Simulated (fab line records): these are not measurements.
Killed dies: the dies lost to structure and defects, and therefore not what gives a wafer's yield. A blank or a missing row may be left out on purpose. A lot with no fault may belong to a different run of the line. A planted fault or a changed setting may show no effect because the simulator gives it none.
A struck lot beside a sound one | flow sky130 | 18 steps out of a route of 708
Sound: these wafers, L897.1, L897.2, L897.4. Wafers struck: L886.2, L886.4, L886.6. Last of all comes the cause.
For every step that has rows: the tool of each side, followed by ch and its chambers, followed by its first start. Under that, the readings that differ: sound wafers | struck wafers | difference of the means | sigmas: that difference in standard deviations of wafers without a fault.
alike: readings whose means differ by less than 2 such deviations, and words and numbers that are the same on both sides. not compared: withheld readings, readings that some wafer has no value for, bounds like >300 that may hide the same value, and numbers for which the record gives no deviation and whose values overlap.
The two part at a step that has a row with sigmas, a row that says differs or no value, or rows on one side only. Non-overlapping numbers with no deviation appear without sigmas and do not part them. A reading that every wafer of one side lacks parts them only if that side has two wafers or more.

first, 6 steps without rows for these wafers: SKY_CONTACT_ETCH_18 (etches Si3N4 in CHF3/O2, stops on TiN, time 39 s, target depth 75 nm); SKY_CONTACT_STRIP_19 (strips in O2/N2); SKY_CONTACT_STRIP_20 (strips in post etch residue remover, time 1200 s); SKY_CONTACT_CLEAN_21 (cleans in IPA, time 180 s); SKY_CONTACT_CLEAN_22 (cleans in O3/DIW); SKY_CONTACT_SPUTTER_23 (material TiN, target thk 20 nm, time 80 s).
SKY_CONTACT_CVD_24: deposits W, target thk 340 nm, time 102.12 s.
  sound on cvd w-02 ch 0,1, day 37 18:53; struck on cvd w-02 ch 0,1, day 34 10:23
  alike: heater power w
SKY_CONTACT_RS_MEAS_25: measurement is done with a four-point probe.
  sound on film metro-02, day 37 18:59; struck on film metro-02, day 34 10:31
  alike: CONTACT_W_RS
SKY_CONTACT_THK_MEAS_26: measures by xrf.
  sound on film metro-02, day 37 19:07; struck on film metro-02, day 34 10:38
  alike: CONTACT_W_THK
SKY_CONTACT_CMP_27: polishes, stops on SiO2, t overpolish 15 s, target thk 0 nm.
  sound on cmp-02 ch 0,1,3, day 37 19:13; struck on cmp-01 ch 0,1,3, day 34 10:41
  alike: motor current A, overpolish run s, time to endpoint s
then, 1 step without rows for these wafers: SKY_METAL1_SPUTTER_00 (material Ti, target thk 15 nm, time 10 s).
SKY_METAL1_SPUTTER_01: material TiN, target thk 20 nm, time 16.7 s.
  sound on pvd sputter-01, day 37 19:29; struck on pvd sputter-01, day 34 11:00
  alike: cathode dc power W, chamber pressure pa, throttle valve pct
SKY_METAL1_SPUTTER_02: material AlCu, target thk 250 nm, time 13.3 s.
  sound on pvd sputter-01, day 37 19:31; struck on pvd sputter-01, day 34 11:02
  no value came back on the struck wafers for cathode dc power W (W), chamber pressure pa (Pa), throttle valve pct (%); on the sound wafers cathode dc power W (W) reads 10600 10601 10598
SKY_METAL1_SPUTTER_03: material Ti, target thk 5 nm, time 3.3 s.
  sound on pvd sputter-01, day 37 19:32; struck on pvd sputter-01, day 34 11:03
  alike: cathode dc power W, chamber pressure pa, throttle valve pct
SKY_METAL1_SPUTTER_04: material TiN, target thk 70 nm, time 58.3 s.
  sound on pvd sputter-01, day 37 19:34; struck on pvd sputter-01, day 34 11:04
  alike: cathode dc power W, chamber pressure pa, throttle valve pct
SKY_METAL1_RS_MEAS_05: measurement is done with a four-point probe.
  sound on film metro-04, day 37 19:37; struck on film metro-03, day 34 11:08
  reading                 | sound                | struck               | difference | sigmas
  METAL1_ALCU_RS (ohm/sq) | 0.1282 0.1288 0.1304 | 8.6317 8.6120 8.6483 | +8.5015    | +99 or more
SKY_METAL1_THK_MEAS_06: measures by xrf.
  sound on film metro-04, day 37 19:44; struck on film metro-03, day 34 11:15
  reading              | sound       | struck   | difference | sigmas
  METAL1_ALCU_THK (nm) | 246 244 242 | <1 <1 <1 | differs    |
then, 1 step without rows for these wafers: SKY_METAL1_DEHYDRATE_07 (time 60 s).

WHERE THEY PART
Earliest at SKY_METAL1_SPUTTER_02; latest, in this record, at SKY_METAL1_THK_MEAS_06.

WHY: the cause the simulator had injected
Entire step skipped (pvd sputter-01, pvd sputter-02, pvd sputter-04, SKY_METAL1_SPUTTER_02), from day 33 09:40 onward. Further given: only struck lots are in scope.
